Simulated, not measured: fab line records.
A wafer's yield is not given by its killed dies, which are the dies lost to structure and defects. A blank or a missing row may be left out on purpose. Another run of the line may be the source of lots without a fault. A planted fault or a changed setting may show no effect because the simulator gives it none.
What tool caused it? + flow gf180mcu + 6 lots, 18 wafers sampled, at 2 steps of a route of 602

WHAT THE GAUGES READ, wafer by wafer
GF_V5_CD_MEAS_14 targets a cd of 260 nm.
| lot  | measured     | on        | cd nm (nm)        |
|------|--------------|-----------|-------------------|
| L374 | day 28 01:04 | cd sem-02 | 262.1 262.9 262.9 |
| L377 | day 28 16:35 | cd sem-01 | 262.4 261.0 262.2 |
| L379 | day 29 02:31 | cd sem-01 | 260.8 259.3 260.4 |
| L381 | day 30 06:20 | cd sem-02 | 260.2 258.6 259.5 |
| L387 | day 31 11:40 | cd sem-02 | 260.6 261.5 261.8 |
| L390 | day 32 07:58 | cd sem-02 | 259.4 260.3 259.9 |

TOOL THAT RAN EACH LOT (tool first, then ch and the chambers of the sampled wafers, then the start)
| lot  | GF_M4_SPUTTER_00             |
|------|------------------------------|
| L374 | pvd sputter-03, day 23 09:37 |
| L377 | pvd sputter-02, day 24 02:49 |
| L379 | pvd sputter-03, day 24 15:40 |
| L381 | pvd sputter-02, day 25 22:29 |
| L387 | pvd sputter-03, day 27 08:50 |
| L390 | pvd sputter-01, day 28 07:11 |
- GF_M4_SPUTTER_00: material Ti, target thk 37.5 nm, time 150 s.

THE ANSWER, worked out from the rows above alone
Rule: usual is defined by the lots themselves. Put in order of their means at a reading, lots are off if they are a third of the lots or fewer, leave a main group of 4 or more, and stand apart from it by a gap of 3 or more times the standard deviation of the main group's means; of several such gaps the widest counts. Not used: any main group whose means are identical at the precision the tables above print for the reading. A lot without any number at a reading at which 4 lots or more have one is off too. The other lots that the step has rows for count as sound.
No lot is off at any reading shown: from this, nothing can be told.

WHAT WAS PUT IN BY THE SIMULATOR
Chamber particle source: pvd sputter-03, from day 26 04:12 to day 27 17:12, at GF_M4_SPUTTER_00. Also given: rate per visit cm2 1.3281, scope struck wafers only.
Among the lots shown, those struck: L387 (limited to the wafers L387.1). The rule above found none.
